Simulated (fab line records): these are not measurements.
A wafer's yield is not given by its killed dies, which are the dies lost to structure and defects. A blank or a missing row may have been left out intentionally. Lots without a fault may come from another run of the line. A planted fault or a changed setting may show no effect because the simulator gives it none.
fab line records	flow sky130	part 1 of 2: steps 1 to 36 of 50
record: lots: 5	wafers: 15	lastDay: 50
route steps=708 shown VT_ADJUST_LVTN@98 VT_ADJUST_NCORE@119 VT_ADJUST_HVTR@131 VT_ADJUST_PCH@143
lots that met no fault: taken from a fault-free run of the same line
startH: start of the lot's first displayed wafer, in hours after the record's first day	waitH: hours since the lot's step before	" unchanged from the row above	L1.1+2: a single row standing in for several wafers	- no value present, or no start provided	* or withheld: withheld	< > ~ a bound
route shown NAME@n: NAME is a module with steps in the file, n the number in the route of the first one	usual: average and standard deviation across the fault-free wafers	same: alike in all rows	chamber/n: place in a boat	sites: each site's reading	_std_site: standard deviation across them	_edge_site: outer sites' mean less inner sites'	radiusMm: how far each site lies from the wafer's centre	mask NAME#n: copy n	behind: the tool/chamber that last shaped the wafer	hold: reason for holding the lot/hours on hold/outcome of the hold	device: which transistor (n, p or np) failed to switch	end of line: tests of these same wafers at the route's end	step lacking rows: just its recipe	killed: the dies lost at the first sort to structure and to defects; this is not the yield of the wafer	map: dies across one wafer; x = killed, . = not, _ = none there
set.NAME: the setting the step ran with; set.NAME@STEP: the setting that earlier step ran with	model.NAME: the simulator's own value behind a step, which no gauge read
lots seen at some steps along the route; tables by step, rows by wafer
services: the hour from which a tool's chamber was out of use, counted from the record's first day as startH (under 0 if before that day), plus the number of hours and why
== steps ==
step: SKY_VT_ADJUST_LVTN_HMDS_01
recipe: primeTimeS: 60	primeTempC: 120
lot.wafer	tool	chamber	startH	waitH
L081.1+4+5	lithoTrack-02	0	170.93	0.1
L086.1+4+6	lithoTrack-04	0	200.61	0.1
L089.2+4+5	lithoTrack-03	0	225.19	0.1
L097.2+3+4	lithoTrack-04	0	288.64	0.1
L095.2+4+6	lithoTrack-02	0	292.50	0.1
step: SKY_VT_ADJUST_LVTN_COAT_02
recipe: spinRpm: 2000	resistThkNm: 3000
lot.wafer	tool	chamber	startH	waitH
L081.1+4+5	lithoTrack-02	0	171.08	0.1
L086.1+4+6	lithoTrack-04	0	200.76	0.1
L089.2+4+5	lithoTrack-03	0	225.34	0.1
L097.2+3+4	lithoTrack-04	0	288.79	0.1
L095.2+4+6	lithoTrack-02	0	292.65	0.1
step: SKY_VT_ADJUST_LVTN_SOFTBAKE_03
recipe: tempC: 110	timeS: withheld
lot.wafer	tool	chamber	startH	waitH
L081.1+4+5	lithoTrack-02	0	171.23	0.1
L086.1+4+6	lithoTrack-04	0	200.91	0.1
L089.2+4+5	lithoTrack-03	0	225.49	0.1
L097.2+3+4	lithoTrack-04	0	288.95	0.1
L095.2+4+6	lithoTrack-02	0	292.81	0.1
step: SKY_VT_ADJUST_LVTN_EXPOSE_04
recipe: maskId: NWM_COMPLEMENT_LESS_NATIVE	na: 0.6	sourceShape: conventional	sigmaOuter: 0.6	polarization: unpolarized	targetCdNm: 840	doseMj: 194
lot.wafer	tool	chamber	startH	waitH	mask
L081.1+4+5	ilineStepper-01	0	-	-	NWM_COMPLEMENT_LESS_NATIVE#0
L086.1+4+6	ilineStepper-02	0	-	-	NWM_COMPLEMENT_LESS_NATIVE#0
L089.2+4+5	ilineStepper-01	0	-	-	NWM_COMPLEMENT_LESS_NATIVE#0
L097.2+3+4	ilineStepper-01	0	-	-	NWM_COMPLEMENT_LESS_NATIVE#0
L095.2+4+6	ilineStepper-02	0	-	-	NWM_COMPLEMENT_LESS_NATIVE#0
step: SKY_VT_ADJUST_LVTN_PEB_05
recipe: tempC: 115	timeS: withheld
lot.wafer	tool	chamber	startH	waitH
L081.1+4+5	lithoTrack-03	0	-	-
L086.1+4+6	lithoTrack-04	0	-	-
L089.2+4+5	lithoTrack-02	0	-	-
L097.2+3+4	lithoTrack-02	0	-	-
L095.2+4+6	lithoTrack-02	0	-	-
step: SKY_VT_ADJUST_LVTN_DEVELOP_06
recipe: wallAngleDeg: 90	developer: TMAH	developTimeS: 60	devTempC: 23
lot.wafer	tool	chamber	startH	waitH
L081.1+4+5	lithoTrack-03	0	-	-
L086.1+4+6	lithoTrack-04	0	-	-
L089.2+4+5	lithoTrack-02	0	-	-
L097.2+3+4	lithoTrack-02	0	-	-
L095.2+4+6	lithoTrack-02	0	-	-
step: SKY_VT_ADJUST_LVTN_OVL_MEAS_07
usual: VT_ADJUST_LVTN_OVL: 1.5/1.4
lot.wafer	tool	chamber	startH	waitH	VT_ADJUST_LVTN_OVL[nm]
L081.1	overlay-02	-	181.76	-	0.8
L081.4	"	-	"	"	0.1
L081.5	"	-	"	"	-2.0
L086.1	overlay-02	-	211.31	-	2.0
L086.4	"	-	"	"	0.2
L086.6	"	-	"	"	0.4
L089.2	overlay-01	-	236.78	-	1.6
L089.4	"	-	"	"	1.9
L089.5	"	-	"	"	1.3
L097.2	overlay-02	-	302.43	-	2.1
L097.3	"	-	"	"	1.5
L097.4	"	-	"	"	0.9
L095.2	overlay-02	-	305.93	-	4.0
L095.4	"	-	"	"	4.7
L095.6	"	-	"	"	3.9
step: SKY_VT_ADJUST_LVTN_IMPLANT_08
recipe: species: B	energyKev: 30	doseCm2: 1.57e+12	tiltDeg: withheld
same: implantIonAmu: 11
lot.wafer	tool	chamber	startH	waitH
L081.1+4+5	implanter-02	0	181.80	0.0
L086.1+4+6	implanter-01	0	211.35	0.0
L089.2+4+5	implanter-02	0	236.84	0.0
L097.2+3+4	implanter-02	0	302.49	0.0
L095.2+4+6	implanter-03	0	305.99	0.0
step: SKY_VT_ADJUST_LVTN_STRIP_09
recipe: chemistry: O2/N2	powerW: 1400	pressureMtorr: 1500	platenTempC: withheld	o2FlowSccm: 3000	n2FlowSccm: 300	overashFraction: 0.5
usual: drypumpMotorCurrentA: 5.7/0.41	oesProductAu: 0.723/0.0045	stripTimeToEndpointS: 36.99/0.12
lot.wafer	tool	chamber	startH	waitH	drypumpMotorCurrentA	oesProductAu	rfHoursCounterH	stripTimeToEndpointS
L081.1	plasmaAsher-01	0	181.95	0.1	5.0	0.716	7	36.89
L081.4	"	1	"	"	5.8	0.725	-	37.08
L081.5	"	1	"	"	5.8	0.720	-	37.01
L086.1	plasmaAsher-01	1	211.50	0.1	5.8	0.721	10	37.16
L086.4	"	0	"	"	5.0	0.717	-	37.25
L086.6	"	1	"	"	5.8	0.719	-	37.21
L089.2	plasmaAsher-01	0	236.96	0.1	5.0	0.714	12	37.12
L089.4	"	0	"	"	5.0	0.725	-	37.21
L089.5	"	1	"	"	5.8	0.726	-	37.24
L097.2	plasmaAsher-01	1	302.61	0.1	5.8	0.726	19	36.88
L097.3	"	1	"	"	5.8	0.729	-	36.96
L097.4	"	0	"	"	5.0	0.722	-	36.82
L095.2	plasmaAsher-02	0	306.11	0.1	6.3	0.727	51	36.96
L095.4	"	0	"	"	6.3	0.725	-	36.89
L095.6	"	1	"	"	5.7	0.718	-	36.95
step: SKY_VT_ADJUST_LVTN_TW_MEAS_10
usual: VT_ADJUST_LVTN_TW: 239.1/2.6
lot.wafer	tool	chamber	startH	waitH	VT_ADJUST_LVTN_TW
L081.1	filmMetro-03	-	182.05	0.1	240.7
L081.4	"	-	"	"	239.7
L081.5	"	-	"	"	240.1
L086.1	filmMetro-02	-	211.60	0.1	239.7
L086.4	"	-	"	"	239.0
L086.6	"	-	"	"	238.9
L089.2	filmMetro-01	-	237.07	0.1	236.3
L089.4	"	-	"	"	234.5
L089.5	"	-	"	"	234.2
L097.2	filmMetro-01	-	302.72	0.1	237.6
L097.3	"	-	"	"	237.1
L097.4	"	-	"	"	237.0
L095.2	filmMetro-02	-	306.22	0.1	242.6
L095.4	"	-	"	"	240.5
L095.6	"	-	"	"	241.3
step: SKY_VT_ADJUST_LVTN_DEHYDRATE_11
recipe: tempC: 200	timeS: 60
lot.wafer	tool	chamber	startH	waitH
L081.1+4+5	lithoTrack-03	0	191.96	9.9
L086.1+4+6	lithoTrack-02	0	221.88	10.3
L089.2+4+5	lithoTrack-02	0	247.80	10.7
L097.2+3+4	lithoTrack-04	0	315.19	12.5
L095.2+4+6	lithoTrack-04	0	318.89	12.7
step: SKY_VT_ADJUST_LVTN_HMDS_12
recipe: primeTimeS: 60	primeTempC: 120
lot.wafer	tool	chamber	startH	waitH
L081.1+4+5	lithoTrack-03	0	192.11	0.1
L086.1+4+6	lithoTrack-02	0	222.03	0.1
L089.2+4+5	lithoTrack-02	0	247.95	0.1
L097.2+3+4	lithoTrack-04	0	315.34	0.1
L095.2+4+6	lithoTrack-04	0	319.04	0.1
step: SKY_VT_ADJUST_LVTN_COAT_13
recipe: resist: NOVOLAK	spinRpm: 3000	resistThkNm: 1140
lot.wafer	tool	chamber	startH	waitH
L081.1+4+5	lithoTrack-03	0	192.26	0.1
L086.1+4+6	lithoTrack-02	0	222.18	0.1
L089.2+4+5	lithoTrack-02	0	248.10	0.1
L097.2+3+4	lithoTrack-04	0	315.49	0.1
L095.2+4+6	lithoTrack-04	0	319.19	0.1
step: SKY_VT_ADJUST_LVTN_SOFTBAKE_14
recipe: tempC: 90	timeS: 60	resist: NOVOLAK
lot.wafer	tool	chamber	startH	waitH
L081.1+4+5	lithoTrack-03	0	192.41	0.1
L086.1+4+6	lithoTrack-02	0	222.33	0.1
L089.2+4+5	lithoTrack-02	0	248.25	0.1
L097.2+3+4	lithoTrack-04	0	315.64	0.1
L095.2+4+6	lithoTrack-04	0	319.34	0.1
step: SKY_VT_ADJUST_LVTN_EXPOSE_15
recipe: maskId: HVN_STD_DERIVED	na: 0.6	sourceShape: conventional	sigmaOuter: 0.6	polarization: unpolarized	targetCdNm: 600	doseMj: 163
lot.wafer	tool	chamber	startH	waitH	mask
L081.1+4+5	ilineStepper-02	0	-	-	HVN_STD_DERIVED#0
L086.1+4+6	ilineStepper-01	0	-	-	HVN_STD_DERIVED#0
L089.2+4+5	ilineStepper-01	0	-	-	HVN_STD_DERIVED#0
L097.2+3+4	ilineStepper-01	0	-	-	HVN_STD_DERIVED#0
L095.2+4+6	ilineStepper-01	0	-	-	HVN_STD_DERIVED#0
step: SKY_VT_ADJUST_LVTN_PEB_16
recipe: tempC: withheld	timeS: *	resist: NOVOLAK
lot.wafer	tool	chamber	startH	waitH
L081.1+4+5	lithoTrack-02	0	-	-
L086.1+4+6	lithoTrack-02	0	-	-
L089.2+4+5	lithoTrack-04	0	-	-
L097.2+3+4	lithoTrack-02	0	-	-
L095.2+4+6	lithoTrack-03	0	-	-
step: SKY_VT_ADJUST_LVTN_DEVELOP_17
recipe: resist: NOVOLAK	developer: TMAH	developTimeS: 60	devTempC: 23
lot.wafer	tool	chamber	startH	waitH
L081.1+4+5	lithoTrack-02	0	203.88	0.1
L086.1+4+6	lithoTrack-02	0	234.13	0.1
L089.2+4+5	lithoTrack-04	0	259.39	0.1
L097.2+3+4	lithoTrack-02	0	328.50	0.1
L095.2+4+6	lithoTrack-03	0	332.49	0.1
step: SKY_VT_ADJUST_LVTN_OVL_MEAS_18
usual: VT_ADJUST_LVTN_01_OVL: 2.4/1.3
lot.wafer	tool	chamber	startH	waitH	VT_ADJUST_LVTN_01_OVL[nm]
L081.1	overlay-01	-	204.03	0.1	0.9
L081.4	"	-	"	"	1.4
L081.5	"	-	"	"	1.0
L086.1	overlay-01	-	234.28	0.1	3.2
L086.4	"	-	"	"	5.5
L086.6	"	-	"	"	3.6
L089.2	overlay-02	-	259.52	0.1	1.4
L089.4	"	-	"	"	1.3
L089.5	"	-	"	"	3.6
L097.2	overlay-02	-	328.63	0.1	3.8
L097.3	"	-	"	"	3.9
L097.4	"	-	"	"	1.4
L095.2	overlay-02	-	332.62	0.1	2.8
L095.4	"	-	"	"	4.5
L095.6	"	-	"	"	3.2
step: SKY_VT_ADJUST_LVTN_IMPLANT_19
recipe: species: B	energyKev: 30	doseCm2: 6.5e+11	tiltDeg: withheld
same: implantIonAmu: 11
lot.wafer	tool	chamber	startH	waitH
L081.1+4+5	implanter-01	0	204.06	0.0
L086.1+4+6	implanter-03	0	234.31	0.0
L089.2+4+5	implanter-02	0	259.57	0.0
L097.2+3+4	implanter-01	0	328.69	0.0
L095.2+4+6	implanter-03	0	332.67	0.0
step: SKY_VT_ADJUST_LVTN_STRIP_20
recipe: chemistry: O2/N2	powerW: 1400	pressureMtorr: 1500	platenTempC: withheld	o2FlowSccm: 3000	n2FlowSccm: 300	overashFraction: 0.5
usual: drypumpMotorCurrentA: 5.8/0.44	oesProductAu: 0.716/0.0044	stripTimeToEndpointS: 14.18/0.047
lot.wafer	tool	chamber	startH	waitH	drypumpMotorCurrentA	oesProductAu	rfHoursCounterH	stripTimeToEndpointS
L081.1	plasmaAsher-04	0	204.21	0.1	6.0	0.714	50	14.26
L081.4	"	0	"	"	6.0	0.721	-	14.27
L081.5	"	1	"	"	5.7	0.719	-	14.25
L086.1	plasmaAsher-02	1	234.46	0.1	5.7	0.718	44	14.17
L086.4	"	0	"	"	6.4	0.713	-	14.20
L086.6	"	0	"	"	6.3	0.712	-	14.21
L089.2	plasmaAsher-02	0	259.70	0.1	6.4	0.726	46	14.14
L089.4	"	0	"	"	6.4	0.710	-	14.18
L089.5	"	1	"	"	5.6	0.710	-	14.18
L097.2	plasmaAsher-02	0	328.81	0.1	6.4	0.711	53	14.14
L097.3	"	1	"	"	5.7	0.727	-	14.16
L097.4	"	0	"	"	6.4	0.719	-	14.10
L095.2	plasmaAsher-02	1	332.80	0.1	5.7	0.716	54	14.18
L095.4	"	1	"	"	5.7	0.716	-	14.16
L095.6	"	1	"	"	5.7	0.714	-	14.22
step: SKY_VT_ADJUST_LVTN_TW_MEAS_21
usual: VT_ADJUST_LVTN_2_TW: 186.4/2
lot.wafer	tool	chamber	startH	waitH	VT_ADJUST_LVTN_2_TW
L081.1	filmMetro-01	-	204.31	0.1	184.0
L081.4	"	-	"	"	184.4
L081.5	"	-	"	"	183.8
L086.1	filmMetro-01	-	234.56	0.1	183.1
L086.4	"	-	"	"	182.1
L086.6	"	-	"	"	182.0
L089.2	filmMetro-03	-	259.81	0.1	186.2
L089.4	"	-	"	"	186.5
L089.5	"	-	"	"	185.9
L097.2	filmMetro-02	-	328.92	0.1	188.2
L097.3	"	-	"	"	188.1
L097.4	"	-	"	"	187.9
L095.2	filmMetro-01	-	332.91	0.1	182.6
L095.4	"	-	"	"	183.4
L095.6	"	-	"	"	182.5
step: SKY_VT_ADJUST_NCORE_DEHYDRATE_00
recipe: tempC: 200	timeS: 60
lot.wafer	tool	chamber	startH	waitH
L081.1+4+5	lithoTrack-01	0	213.84	9.5
L086.1+4+6	lithoTrack-04	0	245.11	10.5
L089.2+4+5	lithoTrack-04	0	271.59	11.8
L097.2+3+4	lithoTrack-04	0	341.89	13.0
L095.2+4+6	lithoTrack-04	0	345.64	12.7
step: SKY_VT_ADJUST_NCORE_HMDS_01
recipe: primeTimeS: 60	primeTempC: 120
lot.wafer	tool	chamber	startH	waitH
L081.1+4+5	lithoTrack-01	0	213.99	0.1
L086.1+4+6	lithoTrack-04	0	245.26	0.1
L089.2+4+5	lithoTrack-04	0	271.74	0.1
L097.2+3+4	lithoTrack-04	0	342.04	0.1
L095.2+4+6	lithoTrack-04	0	345.79	0.1
step: SKY_VT_ADJUST_NCORE_COAT_02
recipe: resist: NOVOLAK	spinRpm: 3000	resistThkNm: 1140
lot.wafer	tool	chamber	startH	waitH
L081.1+4+5	lithoTrack-01	0	214.14	0.1
L086.1+4+6	lithoTrack-04	0	245.41	0.1
L089.2+4+5	lithoTrack-04	0	271.89	0.1
L097.2+3+4	lithoTrack-04	0	342.19	0.1
L095.2+4+6	lithoTrack-04	0	345.94	0.1
step: SKY_VT_ADJUST_NCORE_SOFTBAKE_03
recipe: tempC: 90	timeS: 60	resist: NOVOLAK
lot.wafer	tool	chamber	startH	waitH
L081.1+4+5	lithoTrack-01	0	214.29	0.1
L086.1+4+6	lithoTrack-04	0	245.56	0.1
L089.2+4+5	lithoTrack-04	0	272.04	0.1
L097.2+3+4	lithoTrack-04	0	342.34	0.1
L095.2+4+6	lithoTrack-04	0	346.09	0.1
step: SKY_VT_ADJUST_NCORE_EXPOSE_04
recipe: maskId: LVTN_COMPLEMENT_THIN	na: 0.6	sourceShape: conventional	sigmaOuter: 0.6	polarization: unpolarized	targetCdNm: 380	doseMj: 139
lot.wafer	tool	chamber	startH	waitH	mask
L081.1+4+5	ilineStepper-01	0	-	-	LVTN_COMPLEMENT_THIN#0
L086.1+4+6	ilineStepper-01	0	-	-	LVTN_COMPLEMENT_THIN#0
L089.2+4+5	ilineStepper-01	0	-	-	LVTN_COMPLEMENT_THIN#0
L097.2+3+4	ilineStepper-01	0	-	-	LVTN_COMPLEMENT_THIN#0
L095.2+4+6	ilineStepper-02	0	-	-	LVTN_COMPLEMENT_THIN#0
step: SKY_VT_ADJUST_NCORE_PEB_05
recipe: tempC: withheld	timeS: *	resist: NOVOLAK
lot.wafer	tool	chamber	startH	waitH
L081.1+4+5	lithoTrack-01	0	-	-
L086.1+4+6	lithoTrack-04	0	-	-
L089.2+4+5	lithoTrack-01	0	-	-
L097.2+3+4	lithoTrack-04	0	-	-
L095.2+4+6	lithoTrack-04	0	-	-
step: SKY_VT_ADJUST_NCORE_DEVELOP_06
recipe: resist: NOVOLAK	developer: TMAH	developTimeS: 60	devTempC: 23
lot.wafer	tool	chamber	startH	waitH
L081.1+4+5	lithoTrack-01	0	225.54	0.1
L086.1+4+6	lithoTrack-04	0	257.01	0.1
L089.2+4+5	lithoTrack-01	0	284.06	0.1
L097.2+3+4	lithoTrack-04	0	356.24	0.1
L095.2+4+6	lithoTrack-04	0	359.29	0.1
step: SKY_VT_ADJUST_NCORE_CD_MEAS_07
recipe: targetCdNm: 380
usual: cdNm: 379.5/2.7
lot.wafer	tool	chamber	startH	waitH	cdNm
L081.1	cdSem-01	-	225.69	0.1	376.9
L081.4	"	-	"	"	376.9
L081.5	"	-	"	"	377.5
L086.1	cdSem-02	-	257.16	0.1	383.8
L086.4	"	-	"	"	383.0
L086.6	"	-	"	"	384.8
L089.2	cdSem-02	-	284.21	0.1	374.9
L089.4	"	-	"	"	376.0
L089.5	"	-	"	"	376.8
L097.2	cdSem-01	-	356.38	0.1	385.8
L097.3	"	-	"	"	382.4
L097.4	"	-	"	"	381.9
L095.2	cdSem-01	-	359.43	0.1	383.4
L095.4	"	-	"	"	380.9
L095.6	"	-	"	"	380.7
step: SKY_VT_ADJUST_NCORE_OVL_MEAS_08
usual: VT_ADJUST_NCORE_OVL: 0.6/1.4
lot.wafer	tool	chamber	startH	waitH	VT_ADJUST_NCORE_OVL[nm]
L081.1	overlay-01	-	225.81	0.1	-1.9
L081.4	"	-	"	"	2.1
L081.5	"	-	"	"	0.1
L086.1	overlay-02	-	257.28	0.1	-1.7
L086.4	"	-	"	"	-2.3
L086.6	"	-	"	"	-0.7
L089.2	overlay-01	-	284.31	0.1	0.6
L089.4	"	-	"	"	-1.0
L089.5	"	-	"	"	0.9
L097.2	overlay-02	-	356.49	0.1	-1.3
L097.3	"	-	"	"	0.3
L097.4	"	-	"	"	-1.4
L095.2	overlay-02	-	359.54	0.1	1.1
L095.4	"	-	"	"	0.1
L095.6	"	-	"	"	1.2
step: SKY_VT_ADJUST_NCORE_IMPLANT_09
recipe: species: B	energyKev: 10	doseCm2: 2.4e+12	tiltDeg: withheld
same: implantIonAmu: 11
lot.wafer	tool	chamber	startH	waitH
L081.1+4+5	implanter-02	0	225.84	0.0
L086.1+4+6	implanter-04	0	257.32	0.0
L089.2+4+5	implanter-02	0	284.37	0.0
L097.2+3+4	implanter-02	0	356.54	0.0
L095.2+4+6	implanter-01	0	359.59	0.0
step: SKY_VT_ADJUST_NCORE_STRIP_10
recipe: chemistry: O2/N2	powerW: 1400	pressureMtorr: 1500	platenTempC: withheld	o2FlowSccm: 3000	n2FlowSccm: 300	overashFraction: 0.5
usual: drypumpMotorCurrentA: 5.8/0.41	oesProductAu: 0.716/0.0043	stripTimeToEndpointS: 14.16/0.038
lot.wafer	tool	chamber	startH	waitH	drypumpMotorCurrentA	oesProductAu	rfHoursCounterH	stripTimeToEndpointS
L081.1	plasmaAsher-03	0	225.99	0.1	5.1	0.714	54	14.11
L081.4	"	0	"	"	5.0	0.720	-	14.14
L081.5	"	1	"	"	5.7	0.720	-	14.12
L086.1	plasmaAsher-04	0	257.47	0.1	6.0	0.720	55	14.20
L086.4	"	0	"	"	6.0	0.714	-	14.20
L086.6	"	0	"	"	6.0	0.716	-	14.24
L089.2	plasmaAsher-03	1	284.49	0.1	5.7	0.713	60	14.17
L089.4	"	0	"	"	5.0	0.724	-	14.20
L089.5	"	1	"	"	5.7	0.709	-	14.22
L097.2	plasmaAsher-04	1	356.67	0.1	5.8	0.719	64	14.15
L097.3	"	1	"	"	5.8	0.719	-	14.18
L097.4	"	0	"	"	6.0	0.712	-	14.21
L095.2	plasmaAsher-03	1	359.72	0.1	5.7	0.718	67	14.11
L095.4	"	0	"	"	5.1	0.716	-	14.16
L095.6	"	0	"	"	5.1	0.718	-	14.12
step: SKY_VT_ADJUST_NCORE_TW_MEAS_11
usual: VT_ADJUST_NCORE_TW: 219.1/1.6
lot.wafer	tool	chamber	startH	waitH	VT_ADJUST_NCORE_TW
L081.1	filmMetro-02	-	226.09	0.1	219.3
L081.4	"	-	"	"	219.3
L081.5	"	-	"	"	220.2
L086.1	filmMetro-02	-	257.57	0.1	218.9
L086.4	"	-	"	"	219.1
L086.6	"	-	"	"	220.1
L089.2	filmMetro-03	-	284.60	0.1	217.8
L089.4	"	-	"	"	217.7
L089.5	"	-	"	"	217.2
L097.2	filmMetro-03	-	356.78	0.1	218.3
L097.3	"	-	"	"	218.6
L097.4	"	-	"	"	218.5
L095.2	filmMetro-04	-	359.83	0.1	221.9
L095.4	"	-	"	"	220.4
L095.6	"	-	"	"	220.1
step: SKY_VT_ADJUST_HVTR_DEHYDRATE_00
recipe: tempC: 200	timeS: 60
lot.wafer	tool	chamber	startH	waitH
L081.1+4+5	lithoTrack-01	0	236.89	10.8
L086.1+4+6	lithoTrack-03	0	268.76	11.2
L089.2+4+5	lithoTrack-02	0	296.55	11.9
L097.2+3+4	lithoTrack-01	0	369.61	12.8
L095.2+4+6	lithoTrack-02	0	373.50	13.7
step: SKY_VT_ADJUST_HVTR_HMDS_01
recipe: primeTimeS: 60	primeTempC: 120
lot.wafer	tool	chamber	startH	waitH
L081.1+4+5	lithoTrack-01	0	237.04	0.1
L086.1+4+6	lithoTrack-03	0	268.91	0.1
L089.2+4+5	lithoTrack-02	0	296.70	0.1
L097.2+3+4	lithoTrack-01	0	369.76	0.1
L095.2+4+6	lithoTrack-02	0	373.65	0.1
step: SKY_VT_ADJUST_HVTR_COAT_02
recipe: resist: NOVOLAK	spinRpm: 3000	resistThkNm: 1140
lot.wafer	tool	chamber	startH	waitH
L081.1+4+5	lithoTrack-01	0	237.19	0.1
L086.1+4+6	lithoTrack-03	0	269.06	0.1
L089.2+4+5	lithoTrack-02	0	296.85	0.1
L097.2+3+4	lithoTrack-01	0	369.91	0.1
L095.2+4+6	lithoTrack-02	0	373.80	0.1
